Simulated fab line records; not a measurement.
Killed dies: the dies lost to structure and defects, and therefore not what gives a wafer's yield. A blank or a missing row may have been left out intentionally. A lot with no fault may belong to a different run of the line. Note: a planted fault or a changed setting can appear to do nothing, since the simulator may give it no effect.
Chamber matching ; flow sky130 ; cmp-01 running SKY_FIELD_ISO_CMP_27: 4 sister chambers
The step polishes, stops on Si3N4, t overpolish 16 s, target thk 457.8 nm. 4 wafers are shown with their chamber, then 8 later ones without.

## WAFERS WITH THEIR CHAMBER
wafer;chamber;motor current A (A)
L725.6;0;12.2
L728.3;3;11.8
L728.6;1;10.5
L739.1;2;11.3

## WAFERS MISSING THEIR CHAMBER
wafer;motor current A (A)
L739.2;12.1
L739.6;12.3
L741.1;12.6
L741.2;10.4
L741.4;11.6
L743.3;11.3
L743.5;12.2
L743.6;10.6

## EACH ONE'S CHAMBER
wafer;from the rows above;in truth
L739.2;can't be placed: 0 or 3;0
L739.6;0;0
L741.1;0;0
L741.2;1;1
L741.4;can't be placed: 3 or 2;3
L743.3;2;2
L743.5;0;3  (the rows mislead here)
L743.6;1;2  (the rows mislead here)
Placed correctly: 4 of 8. From these rows, 2 cannot be placed; in 2 the true chamber is one of the candidates. Placed wrongly: 2.
How it was worked out, from the rows above alone: a wafer's distance from a chamber is the root of the sum, over the readings, of the square of ((its reading less the chamber's mean) divided by the reading's scatter). If the next closest chamber is less than 2 further off than the closest, the wafer can't be placed; otherwise it belongs to the closest. The mean given for a chamber averages the wafers shown for that chamber. The scatter (one wafer shown for each chamber): square how far every hidden wafer sits from the nearest shown wafer, average those squares and take the square root.
